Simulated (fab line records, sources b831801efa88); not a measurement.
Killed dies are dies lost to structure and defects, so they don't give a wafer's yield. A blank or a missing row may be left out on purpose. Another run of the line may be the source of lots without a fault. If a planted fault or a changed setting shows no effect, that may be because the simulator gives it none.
What tool caused it? | flow sky130 | Sampling: 12 lots, 36 wafers, 5 of 708 route steps

## WHAT THE GAUGES SHOWED, per wafer
SKY_FIELD_ISO_THK_MEAS_02.
lot  | measured    | on            | FIELD_ISO_OXIDATION_00_THK (nm)
L798 | day 1 11:55 | film_metro-01 | 12.38 12.34 12.38
L800 | day 1 22:52 | film_metro-01 | 11.93 12.05 11.93
L803 | day 2 12:59 | film_metro-01 | 11.98 12.06 11.84
L804 | day 3 00:04 | film_metro-01 | 13.89 13.88 14.10
L805 | day 3 00:04 | film_metro-04 | 13.68 13.70 13.69
L806 | day 3 07:25 | film_metro-02 | 13.87 14.06 14.19
L808 | day 3 13:38 | film_metro-01 | 12.06 11.97 11.97
L810 | day 4 00:14 | film_metro-02 | 11.86 11.78 11.89
L814 | day 4 23:40 | film_metro-01 | 11.72 11.79 11.84
L819 | day 5 20:38 | film_metro-02 | 12.06 12.07 12.05
L820 | day 6 02:16 | film_metro-02 | 12.09 12.09 12.21
L821 | day 6 08:05 | film_metro-04 | 11.83 11.83 11.75

SKY_NWELL_TW_MEAS_26.
lot  | measured     | on            | NWELL_2_TW
L798 | day 5 17:08  | film_metro-04 | 499 501 501
L800 | day 6 05:23  | film_metro-03 | 490 490 489
L803 | day 6 09:50  | film_metro-04 | 498 500 500
L804 | day 7 02:20  | film_metro-02 | 487 485 484
L805 | day 7 02:30  | film_metro-03 | 494 494 494
L806 | day 7 10:59  | film_metro-03 | 491 491 491
L808 | day 8 00:47  | film_metro-02 | 489 485 485
L810 | day 8 12:44  | film_metro-02 | 485 488 486
L814 | day 9 14:08  | film_metro-02 | 486 487 483
L819 | day 10 14:59 | film_metro-04 | 502 501 501
L820 | day 10 21:20 | film_metro-03 | 491 492 492
L821 | day 11 02:36 | film_metro-03 | 490 490 494

## TOOL THAT RAN EACH LOT (tool first, then ch and the chambers of the sampled wafers, then the start)
lot  | SKY_FIELD_ISO_OXIDATION_01   | SKY_FIELD_ISO_STRIP_16              | SKY_FIELD_ISO_CMP_27
L798 | furnace-02 ch 0, day 1 10:23 | plasma_asher-04 ch 0,1, day 2 05:10 | cmp-01 ch 0,1,3, day 2 14:56
L800 | furnace-02 ch 0, day 1 21:21 | plasma_asher-03 ch 0, day 2 17:22   | cmp-01 ch 2,3, day 3 03:33
L803 | furnace-02 ch 0, day 2 11:29 | plasma_asher-04 ch 0,1, day 3 04:59 | cmp-01 ch 0,2, day 3 11:26
L804 | furnace-02 ch 0, day 2 22:33 | plasma_asher-04 ch 0,1, day 3 18:13 | cmp-01 ch 1,2,3, day 3 22:17
L805 | furnace-02 ch 0, day 2 22:33 | plasma_asher-04 ch 0,1, day 3 19:10 | cmp-01 ch 0,1,3, day 3 23:47
L806 | furnace-02 ch 0, day 3 05:55 | plasma_asher-03 ch 0,1, day 4 01:58 | cmp-01 ch 0,2, day 4 06:49
L808 | furnace-01 ch 0, day 3 12:07 | plasma_asher-03 ch 0,1, day 4 09:52 | cmp-02 ch 0,2,3, day 4 16:52
L810 | furnace-01 ch 0, day 3 22:43 | plasma_asher-04 ch 0,1, day 4 18:28 | cmp-01 ch 1,2,3, day 5 04:14
L814 | furnace-01 ch 0, day 4 22:09 | plasma_asher-02 ch 0,1, day 5 19:07 | cmp-01 ch 0,1, day 5 23:35
L819 | furnace-01 ch 0, day 5 19:07 | plasma_asher-02 ch 1, day 6 18:10   | cmp-01 ch 0,1,2, day 6 22:38
L820 | furnace-01 ch 0, day 6 00:45 | plasma_asher-02 ch 0,1, day 6 23:01 | cmp-01 ch 0,2, day 7 06:02
L821 | furnace-01 ch 0, day 6 06:34 | plasma_asher-03 ch 0,1, day 7 05:09 | cmp-01 ch 0,3, day 7 09:11
- SKY_FIELD_ISO_OXIDATION_01: stabilise 600 s, purge 300 s, target thk 12 nm.
- SKY_FIELD_ISO_STRIP_16: strips in O2/N2.
- SKY_FIELD_ISO_CMP_27: polishes, stops on Si3N4, t overpolish 16 s, target thk 457.8 nm.

## AS READ BY THE TOOLS THEMSELVES (means over the sampled wafers that have a number; for cases with no such wafer, the mark the record gives instead)
SKY_FIELD_ISO_OXIDATION_01.
lot  | tool       | spike_tc_centre_C (C) | spike_tc_lower_C (C) | spike_tc_top_C (C) | zone_power_lower_pct (%)
L798 | furnace-02 | 901.0                 | 900.4                | 910.1              | 22.1
L800 | furnace-02 | 900.4                 | 900.5                | 912.1              | 22.0
L803 | furnace-02 | 901.0                 | 900.3                | 912.2              | 22.0
L804 | furnace-02 | 901.2                 | 900.9                | 912.7              | 21.9
L805 | furnace-02 | 900.9                 | 900.1                | 912.5              | 21.9
L806 | furnace-02 | 900.7                 | 901.1                | 912.4              | 22.0
L808 | furnace-01 | 900.2                 | 900.3                | 908.4              | 18.6
L810 | furnace-01 | 900.8                 | 898.9                | 908.9              | 18.4
L814 | furnace-01 | 901.0                 | 899.9                | 909.3              | 18.5
L819 | furnace-01 | 900.5                 | 899.8                | 909.5              | 18.5
L820 | furnace-01 | 901.7                 | 898.2                | 908.9              | 18.6
L821 | furnace-01 | 900.7                 | 898.8                | 909.2              | 18.3

SKY_FIELD_ISO_STRIP_16.
lot  | tool            | drypump_motor_current_A (A) | oes_product_au (a.u.) | strip_time_to_endpoint_s (s)
L798 | plasma_asher-04 | 6.0                         | 0.379                 | 3.539
L800 | plasma_asher-03 | 5.8                         | 0.377                 | 3.539
L803 | plasma_asher-04 | 6.0                         | 0.374                 | 3.544
L804 | plasma_asher-04 | 6.0                         | 0.379                 | 3.570
L805 | plasma_asher-04 | 6.0                         | 0.376                 | 3.514
L806 | plasma_asher-03 | 5.6                         | 0.376                 | 3.555
L808 | plasma_asher-03 | 5.6                         | 0.378                 | 3.573
L810 | plasma_asher-04 | 6.3                         | 0.377                 | 3.565
L814 | plasma_asher-02 | 6.6                         | 0.378                 | 3.553
L819 | plasma_asher-02 | 6.8                         | 0.378                 | 3.532
L820 | plasma_asher-02 | 6.3                         | 0.373                 | 3.518
L821 | plasma_asher-03 | 5.5                         | 0.376                 | 3.525

SKY_FIELD_ISO_CMP_27.
lot  | tool   | motor_current_A (A)
L798 | cmp-01 | 11.7
L800 | cmp-01 | 11.1
L803 | cmp-01 | 12.2
L804 | cmp-01 | 11.7
L805 | cmp-01 | 11.6
L806 | cmp-01 | 12.4
L808 | cmp-02 | 11.5
L810 | cmp-01 | 11.5
L814 | cmp-01 | 12.0
L819 | cmp-01 | 12.0
L820 | cmp-01 | 12.1
L821 | cmp-01 | 11.7

## THE ANSWER, worked out from the rows above alone
Rule: the usual values come from the lots themselves. Put in order of their means at a reading, lots are off if they are a third of the lots or fewer, leave a main group of 4 or more, and stand apart from it by a gap of 3 or more times the standard deviation of the main group's means; of several such gaps the widest counts. The tables above print the reading to a certain number of digits; a main group whose means all agree to those digits is not used. A lot without any number at a reading at which 4 lots or more have one is off too. The other lots that the step has rows for count as sound. The gauges are gone through in route order, then the tools' own readings, and for those a lot's mean is taken as printed above. At the first step where some lot is off, the reading lying furthest off is the one used; lots without a number count as furthest.
Off: L804, L805, L806, at SKY_FIELD_ISO_THK_MEAS_02 (FIELD_ISO_OXIDATION_00_THK). The main group: mean 11.99 nm, standard deviation 0.17.
If a tool, at a process step before that reading, ran all the lots that are off and no sound lot after the first of them, it fits. Those tools and the gauges at SKY_FIELD_ISO_THK_MEAS_02 are tried in the same way. One fits: SKY_FIELD_ISO_OXIDATION_01 on furnace-02. A fault onset in the window from L803 (day 2 11:29, its last sound lot) to L804 (day 2 22:33, its first lot off) fits.

## WHAT THE SIMULATOR HAD INSERTED
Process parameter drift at SKY_FIELD_ISO_OXIDATION_01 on furnace-02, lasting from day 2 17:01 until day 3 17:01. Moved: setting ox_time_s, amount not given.
Struck lots among those shown: L804, L805, L806. The rule above found the same.
